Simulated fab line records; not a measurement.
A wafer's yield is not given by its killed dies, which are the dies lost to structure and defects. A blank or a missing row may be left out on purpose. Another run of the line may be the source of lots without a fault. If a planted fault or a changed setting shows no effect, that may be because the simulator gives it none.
Struck lot and sound lot, side by side :: flow sfq_line :: 42 out of 325 route steps
Sound: these wafers, L589.1, L589.2, L589.6. Struck: wafer L592.5. (L592.2, L592.6 of the same lot were not struck and are left out.) The cause comes at the end.
Each step with rows lists, per side, the tool, then ch with its chambers, then its first start. Under that, the readings that differ: sound wafers :: struck wafers :: difference of the means :: sigmas: that difference in standard deviations of wafers without a fault.
alike: a reading whose means differ by less than 2 such deviations, as well as words and numbers matching on both sides. not compared: withheld readings; readings where some wafer has no value; bounds like >300 that might hide an equal value; numbers whose values overlap and for which the record gives no deviation.
The two part at a step that has a row with sigmas, a row that says differs or no value, or rows on one side only. Numbers that don't overlap but have no deviation are shown without sigmas and don't part them. A reading that every wafer of one side lacks parts them only if that side has two wafers or more.

first, 6 steps without rows for these wafers: SFQ_TRILAYER_L0_VIA_LITHO_COAT_018 (resist thk 62 nm); SFQ_TRILAYER_L0_VIA_LITHO_COAT_013 (resist thk 650 nm); SFQ_TRILAYER_L0_VIA_LITHO_SOFTBAKE_017; SFQ_TRILAYER_L0_VIA_LITHO_EXPOSE_014 (exposes mask L0V, target cd 700 nm); SFQ_TRILAYER_L0_VIA_LITHO_PEB_016 (peb time 60 s); SFQ_TRILAYER_L0_VIA_LITHO_DEVELOP_015 (time 60 s).
SFQ_L0V_OVL_MEAS_903:
  sound: overlay-02 at day 7 16:14; struck: overlay-01 at day 8 03:02
  alike: L0V_OVL
then, 5 steps without rows for these wafers: SFQ_TRILAYER_L0_VIA_BARC_OPEN_VIA_ETCH_021 (etches BARC in O2, target depth 125 nm, time 41.7 s); SFQ_TRILAYER_L0_VIA_ETCH_VIA_ETCH_016 (etches SiO2 in CHF3, stops on MoNx KI, target depth 80 nm); SFQ_TRILAYER_L0_VIA_STRIP_STRIP_017 (strips in O2); SFQ_TRILAYER_L0_VIA_STRIP_SOLV_CLEAN_018 (cleans in NMP, time 600 s); SFQ_TRILAYER_M0_DEP_PRE_CLEAN_020 (time 15 s).
SFQ_TRILAYER_M0_DEP_SPUTTER_019: material Nb, target thk 200 nm, time 133.3 s.
  sound: pvd_sputter-04 at day 7 17:10; struck: pvd_sputter-04 at day 8 03:58
reading: model.Nb_of_TRILAYER_M0_DEP_SPUTTER_019.thk_nm (nm)
sound: 201.4 203.2 202.3
struck: 190.7
difference: -11.6
sigmas: 
  alike: throttle_valve_pct
SFQ_M0_RS_MEAS_904: a four-point-probe measurement.
  sound: film_metro-03 at day 7 17:15; struck: film_metro-04 at day 8 04:04
reading: M0_NB_RS (ohm/sq)
sound: 0.886 0.875 0.880
struck: 0.932
difference: +0.052
sigmas: +5
then, 6 steps without rows for these wafers: SFQ_TRILAYER_M0_LITHO_COAT_026 (resist thk 62 nm); SFQ_TRILAYER_M0_LITHO_COAT_021 (resist thk 600 nm); SFQ_TRILAYER_M0_LITHO_SOFTBAKE_025; SFQ_TRILAYER_M0_LITHO_EXPOSE_022 (exposes mask M0, target cd 500 nm); SFQ_TRILAYER_M0_LITHO_PEB_024 (peb time 60 s); SFQ_TRILAYER_M0_LITHO_DEVELOP_023 (time 60 s).
-- the record jumps here: 5 days lie between the struck wafers' starts before and after --
SFQ_M0_OVL_MEAS_906:
  sound: overlay-01 at day 12 09:46; struck: overlay-02 at day 13 01:22
  alike: M0_OVL
then, 1 step without rows for these wafers: SFQ_TRILAYER_M0_BARC_OPEN_METAL_ETCH_031 (etches BARC in O2, target depth 125 nm, time 41.7 s).
SFQ_TRILAYER_M0_ETCH_METAL_ETCH_024: etches Nb in Cl2/Ar, stops on SiO2, target depth 240 nm, time 120 s.
  sound on rie_metal-04 ch 0,1, day 12 09:51; struck on rie_metal-02 ch 1, day 13 01:27
reading: oes_product_au (a.u.)
sound: 0.899 0.905 0.901
struck: 0.864
difference: -0.038
sigmas: -4

reading: model.M0.feature_depth_nm (nm)
sound: 201.4 203.2 202.3
struck: 190.7
difference: -11.6
sigmas: 

reading: model.etch.depth_nm (nm)
sound: 201.4 203.2 202.3
struck: 190.7
difference: -11.6
sigmas: 
  alike: chamber_pressure_mTorr, drypump_motor_current_A, rf_fwd_power_W
  not compared: rf_hours_counter_h
SFQ_TRILAYER_M0_STRIP_STRIP_025: strips in O2.
  sound on rie_metal-04 ch 0,1, day 12 09:59; struck on rie_metal-02 ch 1, day 13 01:35
  alike: chamber_pressure_mTorr, drypump_motor_current_A, oes_product_au
  not compared: rf_hours_counter_h
then, 2 steps without rows for these wafers: SFQ_TRILAYER_M0_STRIP_SOLV_CLEAN_026 (cleans in NMP, time 600 s); SFQ_TRILAYER_I0_DEP_PECVD_027 (deposits SiO2 from SiH4/N2O, time 111.11 s, target thk 500 nm).
SFQ_TRILAYER_I0_CMP_CMP_028: polishes SiO2.
  sound on cmp-01 ch 0,1,2, day 12 14:00; struck on cmp-01 ch 1, day 13 04:28
  alike: motor_current_A, time_to_endpoint_s
SFQ_I0_BOW_MEAS_907:
  sound: film_metro-04 at day 12 16:30; struck: film_metro-03 at day 13 05:29
  alike: I0_BOW
SFQ_TRILAYER_I0_METRO_MEASURE_029:
  sound: film_metro-04 at day 12 16:37; struck: film_metro-03 at day 13 05:47
  alike: thk_nm
then, 6 steps without rows for these wafers: SFQ_TRILAYER_I0_VIA_LITHO_COAT_036 (resist thk 62 nm); SFQ_TRILAYER_I0_VIA_LITHO_COAT_031 (resist thk 650 nm); SFQ_TRILAYER_I0_VIA_LITHO_SOFTBAKE_035; SFQ_TRILAYER_I0_VIA_LITHO_EXPOSE_032 (exposes mask I0, target cd 500 nm); SFQ_TRILAYER_I0_VIA_LITHO_PEB_034 (peb time 60 s); SFQ_TRILAYER_I0_VIA_LITHO_DEVELOP_033 (time 60 s).
-- the record jumps here: 5 days lie between the struck wafers' starts before and after --
SFQ_I0_OVL_MEAS_908:
  sound: overlay-02 at day 17 13:04; struck: overlay-01 at day 17 20:16
  alike: I0_OVL
SFQ_TRILAYER_I0_VIA_BARC_OPEN_VIA_ETCH_046: etches BARC in O2, target depth 125 nm, time 41.7 s.
  sound on rie_diel-01 ch 2,3, day 17 13:06; struck on rie_diel-03 ch 2, day 17 20:18
  alike: chamber_pressure_mTorr, drypump_motor_current_A, oes_product_au, rf_fwd_power_W
  not compared: rf_hours_counter_h
SFQ_TRILAYER_I0_VIA_ETCH_VIA_ETCH_034: etches SiO2 in CHF3, stops on Nb, target depth 260 nm.
  sound on rie_diel-01 ch 2,3, day 17 13:08; struck on rie_diel-03 ch 2, day 17 20:20
  alike: chamber_pressure_mTorr, drypump_motor_current_A, oes_product_au, rf_fwd_power_W
then, 3 steps without rows for these wafers: SFQ_TRILAYER_I0_VIA_STRIP_STRIP_035 (strips in O2); SFQ_TRILAYER_I0_VIA_STRIP_SOLV_CLEAN_036 (cleans in NMP, time 600 s); SFQ_TRILAYER_M1_DEP_PRE_CLEAN_038 (time 22.5 s).
-- the record jumps here: 72 days lie between the struck wafers' starts before and after --
SFQ_M8_BOW_MEAS_951:
  sound: film_metro-01 at day 89 10:13; struck: film_metro-03 at day 89 18:52
reading: model.etest.m0.ohm_um
sound: 1.774 1.743 1.767
struck: 1.88
difference: +0.12
sigmas: 

reading: model.etest.m0.ohm_sq
sound: 0.8836 0.8758 0.8795
struck: 0.9332
difference: +0.0536
sigmas: 

reading: model.etest.i0.link_ohm
sound: 1.947 1.946 1.95
struck: 2.006
difference: +0.058
sigmas: 
  alike: M8_BOW

== WHERE THEY PART ==
At SFQ_M0_RS_MEAS_904 first; at SFQ_TRILAYER_M0_ETCH_METAL_ETCH_024 last (within this record only). Later steps at which nothing parts them and some readings are alike: SFQ_TRILAYER_M0_STRIP_STRIP_025, SFQ_TRILAYER_I0_CMP_CMP_028, SFQ_I0_BOW_MEAS_907, SFQ_TRILAYER_I0_METRO_MEASURE_029, SFQ_I0_OVL_MEAS_908, SFQ_TRILAYER_I0_VIA_BARC_OPEN_VIA_ETCH_046, SFQ_TRILAYER_I0_VIA_ETCH_VIA_ETCH_034, SFQ_M8_BOW_MEAS_951.

WHY: whatever the simulator had introduced
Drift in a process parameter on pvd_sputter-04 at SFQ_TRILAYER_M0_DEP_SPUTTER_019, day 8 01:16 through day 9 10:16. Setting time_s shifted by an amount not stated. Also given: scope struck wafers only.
